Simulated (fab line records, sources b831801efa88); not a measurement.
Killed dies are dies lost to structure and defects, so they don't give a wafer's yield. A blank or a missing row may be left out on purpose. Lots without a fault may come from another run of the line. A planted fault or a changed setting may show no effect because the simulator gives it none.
Which tool did it? | flow sky130 | 24 lots, 72 wafers sampled, at 6 steps of a route of 708

WHAT THE GAUGES READ, wafer by wafer
SKY_POLY_GATE_CD_MEAS_22.
lot  | measured     | on        | cd_nm (nm)
L074 | day 16 20:32 | cd_sem-02 | 154 155 150
L075 | day 16 23:41 | cd_sem-01 | 151 148 147
L076 | day 17 12:11 | cd_sem-02 | 149 151 152
L077 | day 17 19:53 | cd_sem-02 | 150 150 158
L078 | day 18 01:27 | cd_sem-02 | 147 148 148
L079 | day 19 02:28 | cd_sem-02 | 148 153 149
L080 | day 19 03:28 | cd_sem-01 | 150 149 149
L081 | day 19 13:05 | cd_sem-01 | 149 153 148
L082 | day 19 18:35 | cd_sem-02 | 153 150 156
L083 | day 20 09:39 | cd_sem-02 | 152 151 152
L084 | day 20 09:44 | cd_sem-01 | 149 151 149
L085 | day 20 17:58 | cd_sem-02 | 148 151 151
L086 | day 21 00:53 | cd_sem-01 | 152 149 144
L087 | day 21 12:41 | cd_sem-02 | 148 146 142
L088 | day 21 21:13 | cd_sem-01 | 152 155 149
L089 | day 22 00:20 | cd_sem-01 | 153 154 151
L090 | day 22 07:46 | cd_sem-01 | 146 151 148
L091 | day 22 13:11 | cd_sem-02 | 145 150 151
L092 | day 23 04:30 | cd_sem-01 | 148 150 145
L093 | day 23 14:53 | cd_sem-01 | 147 143 146
L094 | day 23 18:16 | cd_sem-01 | 146 150 151
L095 | day 24 06:47 | cd_sem-02 | 150 148 144
L096 | day 24 14:07 | cd_sem-02 | 148 151 148
L097 | day 24 19:57 | cd_sem-02 | 149 150 147

SKY_LI_CONTACT_OVL_MEAS_13.
lot  | measured     | on         | LI_CONTACT_OVL (nm)
L074 | day 29 11:34 | overlay-02 | 5 3 -4
L075 | day 29 14:16 | overlay-02 | -6 -11 -5
L076 | day 30 02:39 | overlay-01 | -6 -2 5
L077 | day 30 12:22 | overlay-01 | 5 -3 5
L078 | day 30 16:28 | overlay-01 | 1 -1 -5
L079 | day 31 15:29 | overlay-02 | -7 -15 0
L080 | day 31 18:40 | overlay-01 | -6 -12 -1
L081 | day 31 22:07 | overlay-01 | 3 -3 -11
L082 | day 32 07:14 | overlay-02 | -7 3 -5
L083 | day 32 15:24 | overlay-02 | -6 -8 -1
L084 | day 32 19:38 | overlay-02 | 2 -8 4
L085 | day 33 00:04 | overlay-02 | -11 -6 -13
L086 | day 33 08:04 | overlay-01 | -4 -4 -8
L087 | day 33 17:10 | overlay-02 | -11 -2 -8
L088 | day 34 04:46 | overlay-02 | 2 -2 2
L089 | day 34 05:44 | overlay-02 | -3 -4 -13
L090 | day 34 06:58 | overlay-01 | 1 8 2
L091 | day 34 15:18 | overlay-01 | -2 -5 -10
L092 | day 35 06:49 | overlay-02 | -15 -10 -2
L093 | day 35 15:58 | overlay-02 | -15 -5 -10
L094 | day 35 17:46 | overlay-02 | 5 4 1
L095 | day 36 05:28 | overlay-02 | -2 2 -4
L096 | day 36 09:08 | overlay-02 | -6 -3 -4
L097 | day 36 16:22 | overlay-02 | 1 -4 -2

SKY_CAPM_OVL_MEAS_12.
lot  | measured     | on         | CAPM_OVL (nm)
L074 | day 37 18:24 | overlay-02 | -2.1 -2.0 -0.2
L075 | day 37 20:39 | overlay-01 | -3.2 -3.1 -1.9
L076 | day 38 09:18 | overlay-01 | 0.8 -1.2 -1.3
L077 | day 38 16:51 | overlay-02 | -1.1 -0.1 -1.9
L078 | day 38 20:42 | overlay-01 | -2.1 -2.9 -2.4
L079 | day 39 19:22 | overlay-02 | -0.3 -1.3 1.5
L080 | day 39 22:30 | overlay-02 | 0.7 0.1 0.2
L081 | day 40 00:21 | overlay-02 | -1.1 -0.8 1.3
L082 | day 40 09:51 | overlay-02 | 0.7 0.2 0.5
L083 | day 40 16:27 | overlay-01 | -0.4 0.1 -0.2
L084 | day 40 19:55 | overlay-02 | -0.9 -1.5 -0.2
L085 | day 40 22:48 | overlay-01 | -4.0 -1.9 -1.4
L086 | day 41 07:15 | overlay-01 | -3.3 -0.7 -2.7
L087 | day 41 14:18 | overlay-01 | -4.5 -3.7 -2.6
L088 | day 42 03:09 | overlay-02 | 0.4 -2.1 -1.3
L089 | day 42 04:00 | overlay-02 | 0.8 1.2 1.1
L090 | day 42 04:19 | overlay-01 | -1.6 -1.2 -1.2
L091 | day 42 12:24 | overlay-02 | -0.7 0.4 0.1
L092 | day 43 01:27 | overlay-02 | -2.3 -2.1 -0.3
L093 | day 43 12:09 | overlay-02 | 1.6 0.3 -1.2
L094 | day 43 10:51 | overlay-01 | -1.7 -3.2 -3.3
L095 | day 43 23:51 | overlay-02 | -3.2 -1.9 -3.0
L096 | day 44 01:31 | overlay-01 | -1.8 -1.6 0.7
L097 | day 44 07:06 | overlay-02 | -2.4 0.2 -0.8

WHICH TOOL RAN EACH LOT (tool, then ch and the chambers of the sampled wafers, then the start)
lot  | SKY_FIELD_ISO_STRIP_16              | SKY_DNWELL_STRIP_08                 | SKY_VIA2_CVD_21
L074 | plasma_asher-01 ch 0,1, day 2 06:18 | plasma_asher-04 ch 0,1, day 3 07:26 | cvd_w-01 ch 0,1, day 36 16:02
L075 | plasma_asher-02 ch 0,1, day 2 10:21 | plasma_asher-03 ch 0,1, day 3 08:09 | cvd_w-01 ch 0,1, day 36 18:02
L076 | plasma_asher-03 ch 0,1, day 2 15:34 | plasma_asher-02 ch 0,1, day 3 15:41 | cvd_w-01 ch 0, day 37 05:52
L077 | plasma_asher-02 ch 0,1, day 2 20:00 | plasma_asher-03 ch 0,1, day 3 20:36 | cvd_w-01 ch 0, day 37 14:04
L078 | plasma_asher-03 ch 0,1, day 3 03:00 | plasma_asher-03 ch 0,1, day 4 01:51 | cvd_w-02 ch 0,1, day 37 17:35
L079 | plasma_asher-01 ch 0,1, day 3 09:06 | plasma_asher-03 ch 0,1, day 4 07:35 | cvd_w-02 ch 0,1, day 38 17:52
L080 | plasma_asher-02 ch 0,1, day 3 13:24 | plasma_asher-02 ch 0,1, day 4 13:41 | cvd_w-02 ch 0,1, day 38 20:35
L081 | plasma_asher-02 ch 1, day 3 20:19   | plasma_asher-02 ch 0, day 4 20:08   | cvd_w-02 ch 0,1, day 38 22:08
L082 | plasma_asher-02 ch 0,1, day 3 23:42 | plasma_asher-04 ch 0,1, day 5 00:05 | cvd_w-02 ch 0,1, day 39 07:55
L083 | plasma_asher-03 ch 0,1, day 4 02:16 | plasma_asher-03 ch 0,1, day 5 03:12 | cvd_w-02 ch 0,1, day 39 15:32
L084 | plasma_asher-02 ch 0,1, day 4 08:30 | plasma_asher-02 ch 0,1, day 5 10:17 | cvd_w-02 ch 0,1, day 39 19:13
L085 | plasma_asher-03 ch 0, day 4 14:46   | plasma_asher-02 ch 0,1, day 5 14:59 | cvd_w-02 ch 0,1, day 39 22:36
L086 | plasma_asher-01 ch 0,1, day 4 19:25 | plasma_asher-03 ch 0,1, day 5 19:48 | cvd_w-02 ch 0,1, day 40 06:41
L087 | plasma_asher-01 ch 0,1, day 5 01:42 | plasma_asher-04 ch 0,1, day 6 01:44 | cvd_w-02 ch 0,1, day 40 13:18
L088 | plasma_asher-01 ch 0,1, day 5 06:54 | plasma_asher-04 ch 0,1, day 6 09:20 | cvd_w-01 ch 0,1, day 41 01:54
L089 | plasma_asher-03 ch 0,1, day 5 11:22 | plasma_asher-04 ch 0,1, day 6 12:03 | cvd_w-01 ch 0,1, day 41 02:36
L090 | plasma_asher-03 ch 0,1, day 5 15:09 | plasma_asher-02 ch 0,1, day 6 15:35 | cvd_w-02 ch 0,1, day 41 03:03
L091 | plasma_asher-02 ch 0,1, day 5 20:13 | plasma_asher-02 ch 1, day 6 20:57   | cvd_w-01 ch 0,1, day 41 11:08
L092 | plasma_asher-01 ch 0,1, day 6 01:31 | plasma_asher-02 ch 0,1, day 7 03:48 | cvd_w-01 ch 0,1, day 42 01:02
L093 | plasma_asher-02 ch 0,1, day 6 08:46 | plasma_asher-04 ch 1, day 7 11:00   | cvd_w-01 ch 0,1, day 42 12:08
L094 | plasma_asher-02 ch 0,1, day 6 13:54 | plasma_asher-02 ch 0,1, day 7 15:36 | cvd_w-02 ch 0,1, day 42 11:26
L095 | plasma_asher-01 ch 0,1, day 6 19:06 | plasma_asher-02 ch 0, day 7 21:57   | cvd_w-02 ch 0,1, day 42 22:57
L096 | plasma_asher-02 ch 0,1, day 6 23:00 | plasma_asher-04 ch 0,1, day 8 01:59 | cvd_w-02 ch 0,1, day 43 01:37
L097 | plasma_asher-03 ch 0,1, day 7 06:22 | plasma_asher-03 ch 0,1, day 8 10:15 | cvd_w-01 ch 0,1, day 43 08:25
- SKY_FIELD_ISO_STRIP_16: strips in O2/N2.
- SKY_DNWELL_STRIP_08: strips in O2/N2.
- SKY_VIA2_CVD_21: deposits W, target thk 420 nm, time 126.4 s.

WHAT THE TOOLS THEMSELVES READ (means of the sampled wafers that have a number; where no wafer has one, the mark that the record gives instead)
SKY_FIELD_ISO_STRIP_16.
lot  | tool            | drypump_motor_current_A (A) | o2_flow_sccm (sccm) | oes_product_au (a.u.) | strip_time_to_endpoint_s (s)
L074 | plasma_asher-01 | 5.8                         | 3000                | 0.379                 | 3.56
L075 | plasma_asher-02 | 5.2                         | 3000                | 0.380                 | 3.60
L076 | plasma_asher-03 | 6.1                         | 3005                | 0.378                 | 3.54
L077 | plasma_asher-02 | 5.2                         | 2990                | 0.380                 | 3.52
L078 | plasma_asher-03 | 6.0                         | 2993                | 0.378                 | 3.56
L079 | plasma_asher-01 | 5.6                         | 2999                | 0.374                 | 3.52
L080 | plasma_asher-02 | 5.1                         | 3004                | 0.375                 | 3.54
L081 | plasma_asher-02 | 5.1                         | 2996                | 0.379                 | 3.54
L082 | plasma_asher-02 | 5.2                         | 2997                | 0.378                 | 3.56
L083 | plasma_asher-03 | 6.0                         | 2994                | 0.377                 | 3.53
L084 | plasma_asher-02 | 5.1                         | 3006                | 0.378                 | 3.52
L085 | plasma_asher-03 | 6.1                         | 3006                | 0.376                 | 3.61
L086 | plasma_asher-01 | 5.6                         | 3001                | 0.381                 | 3.58
L087 | plasma_asher-01 | 5.8                         | 2996                | 0.378                 | 3.54
L088 | plasma_asher-01 | 5.5                         | 3009                | 0.378                 | 3.56
L089 | plasma_asher-03 | 6.1                         | 3008                | 0.376                 | 3.44
L090 | plasma_asher-03 | 6.0                         | 3004                | 0.384                 | 3.57
L091 | plasma_asher-02 | 5.1                         | 2997                | 0.379                 | 3.56
L092 | plasma_asher-01 | 5.8                         | 3002                | 0.383                 | 3.56
L093 | plasma_asher-02 | 5.2                         | 3005                | 0.379                 | 3.53
L094 | plasma_asher-02 | 5.2                         | 2997                | 0.377                 | 3.47
L095 | plasma_asher-01 | 5.8                         | 2999                | 0.378                 | 3.51
L096 | plasma_asher-02 | 5.2                         | 2993                | 0.381                 | 3.56
L097 | plasma_asher-03 | 6.1                         | 2992                | 0.379                 | 3.54

SKY_DNWELL_STRIP_08.
lot  | tool            | drypump_motor_current_A (A) | o2_flow_sccm (sccm) | oes_product_au (a.u.) | strip_time_to_endpoint_s (s)
L074 | plasma_asher-04 | 5.2                         | 3003                | 0.723                 | 37.02
L075 | plasma_asher-03 | 6.0                         | 3000                | 0.723                 | 37.14
L076 | plasma_asher-02 | 5.1                         | 2998                | 0.717                 | 37.04
L077 | plasma_asher-03 | 6.0                         | 3010                | 0.722                 | 37.10
L078 | plasma_asher-03 | 6.0                         | 3004                | 0.724                 | 37.14
L079 | plasma_asher-03 | 6.1                         | 2996                | 0.725                 | 36.90
L080 | plasma_asher-02 | 5.1                         | 3000                | 0.725                 | 36.99
L081 | plasma_asher-02 | 5.2                         | 2987                | 0.724                 | 36.98
L082 | plasma_asher-04 | 5.2                         | 2994                | 0.721                 | 36.87
L083 | plasma_asher-03 | 6.0                         | 3001                | 0.724                 | 36.78
L084 | plasma_asher-02 | 5.1                         | 3015                | 0.722                 | 36.88
L085 | plasma_asher-02 | 5.1                         | 2992                | 0.721                 | 37.10
L086 | plasma_asher-03 | 6.1                         | 2999                | 0.720                 | 36.76
L087 | plasma_asher-04 | 5.7                         | 3001                | 0.720                 | 36.81
L088 | plasma_asher-04 | 5.7                         | 2992                | 0.720                 | 37.00
L089 | plasma_asher-04 | 5.2                         | 2997                | 0.720                 | 36.86
L090 | plasma_asher-02 | 5.2                         | 2991                | 0.723                 | 37.01
L091 | plasma_asher-02 | 5.1                         | 3000                | 0.726                 | 37.03
L092 | plasma_asher-02 | 5.2                         | 3000                | 0.722                 | 36.98
L093 | plasma_asher-04 | 6.1                         | 3004                | 0.721                 | 36.89
L094 | plasma_asher-02 | 5.2                         | 3002                | 0.719                 | 37.07
L095 | plasma_asher-02 | 5.2                         | 3006                | 0.724                 | 37.05
L096 | plasma_asher-04 | 5.7                         | 2999                | 0.718                 | 36.95
L097 | plasma_asher-03 | 6.0                         | 2990                | 0.723                 | 36.89

SKY_VIA2_CVD_21.
lot  | tool     | heater_power_w (W)
L074 | cvd_w-01 | 736
L075 | cvd_w-01 | 755
L076 | cvd_w-01 | 690
L077 | cvd_w-01 | 684
L078 | cvd_w-02 | 872
L079 | cvd_w-02 | 880
L080 | cvd_w-02 | 827
L081 | cvd_w-02 | 864
L082 | cvd_w-02 | 891
L083 | cvd_w-02 | 802
L084 | cvd_w-02 | 872
L085 | cvd_w-02 | 822
L086 | cvd_w-02 | 811
L087 | cvd_w-02 | 881
L088 | cvd_w-01 | 771
L089 | cvd_w-01 | 736
L090 | cvd_w-02 | 875
L091 | cvd_w-01 | 788
L092 | cvd_w-01 | 721
L093 | cvd_w-01 | 773
L094 | cvd_w-02 | 885
L095 | cvd_w-02 | 813
L096 | cvd_w-02 | 895
L097 | cvd_w-01 | 786

THE ANSWER, worked out from the rows above alone
Rule: what is usual is taken from the lots themselves. Put in order of their means at a reading, lots are off if they are a third of the lots or fewer, leave a main group of 4 or more, and stand apart from it by a gap of 3 or more times the standard deviation of the main group's means; of several such gaps the widest counts. A main group whose means are all the same, to the digits that the tables above print for the reading, isn't used. A lot without any number at a reading at which 4 lots or more have one is off too. The other lots that the step has rows for count as sound. The gauges are gone through in route order, then the tools' own readings, and for those a lot's mean is taken as printed above. The first step at which some lot is off is used, and at that step the reading that is off furthest; a lot without a number counts as furthest.
No lot is off at any reading shown: from this, nothing can be told.

WHAT THE SIMULATOR HAD PUT IN
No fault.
